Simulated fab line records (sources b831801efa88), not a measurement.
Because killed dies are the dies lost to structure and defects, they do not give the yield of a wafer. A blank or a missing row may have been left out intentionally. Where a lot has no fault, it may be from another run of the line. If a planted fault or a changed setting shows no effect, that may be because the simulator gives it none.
Chamber matching :: flow sky130 :: 4 sister chambers for SKY_VIA1_ETCH_14 on rie_diel-02
The step etches BARC in N2/H2, stops on SiO2, time 45.9 s, target depth 60 nm. 8 wafers are shown with their chamber, then 7 later ones without.

## WAFERS PAIRED WITH THEIR CHAMBERS
wafer: L076.6
chamber: 3
oes_product_au (a.u.): 0.854
throttle_valve_pct (%): 13.233

wafer: L082.1
chamber: 2
oes_product_au (a.u.): 0.854
throttle_valve_pct (%): 13.231

wafer: L085.2
chamber: 0
oes_product_au (a.u.): 0.856
throttle_valve_pct (%): 13.219

wafer: L087.1
chamber: 2
oes_product_au (a.u.): 0.856
throttle_valve_pct (%): 13.226

wafer: L087.2
chamber: 1
oes_product_au (a.u.): 0.856
throttle_valve_pct (%): 13.224

wafer: L087.3
chamber: 0
oes_product_au (a.u.): 0.854
throttle_valve_pct (%): 13.232

wafer: L089.1
chamber: 3
oes_product_au (a.u.): 0.855
throttle_valve_pct (%): 13.225

wafer: L089.2
chamber: 1
oes_product_au (a.u.): 0.850
throttle_valve_pct (%): 13.224

## WAFERS WHOSE CHAMBER IS MISSING
wafer: L089.4
oes_product_au (a.u.): 0.852
throttle_valve_pct (%): 13.227

wafer: L092.1
oes_product_au (a.u.): 0.853
throttle_valve_pct (%): 13.220

wafer: L092.2
oes_product_au (a.u.): 0.849
throttle_valve_pct (%): 13.231

wafer: L092.3
oes_product_au (a.u.): 0.845
throttle_valve_pct (%): 13.223

wafer: L092.4
oes_product_au (a.u.): 0.856
throttle_valve_pct (%): 13.225

wafer: L092.5
oes_product_au (a.u.): 0.852
throttle_valve_pct (%): 13.227

wafer: L092.6
oes_product_au (a.u.): 0.856
throttle_valve_pct (%): 13.237

## THE CHAMBER EACH PASSED THROUGH
wafer: L089.4
from the rows above: can't be placed: 1 or 3 or 0 or 2
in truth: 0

wafer: L092.1
from the rows above: can't be placed: 1 or 0 or 3 or 2
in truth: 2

wafer: L092.2
from the rows above: can't be placed: 1 or 3 or 2 or 0
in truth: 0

wafer: L092.3
from the rows above: can't be placed: 1 or 3 or 0 or 2
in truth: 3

wafer: L092.4
from the rows above: can't be placed: 0 or 2 or 3 or 1
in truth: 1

wafer: L092.5
from the rows above: can't be placed: 1 or 3 or 0 or 2
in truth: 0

wafer: L092.6
from the rows above: can't be placed: 3 or 2 or 0 or 1
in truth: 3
Placed correctly: 0 of 7. Unplaceable from these rows: 7, with the true chamber sitting among the candidates in 7. Number placed wrongly: 0.
How it was worked out, from the rows above alone: a wafer's distance from a chamber is the root of the sum, over the readings, of the square of ((its reading less the chamber's mean) divided by the reading's scatter). If the next closest chamber is less than 2 further off than the closest, the wafer can't be placed; otherwise it belongs to the closest. A chamber's mean is the mean of its shown wafers. The scatter: take each reading less its chamber's mean, square it, sum over the shown wafers, divide by the number of wafers less the number of chambers, and take the root.
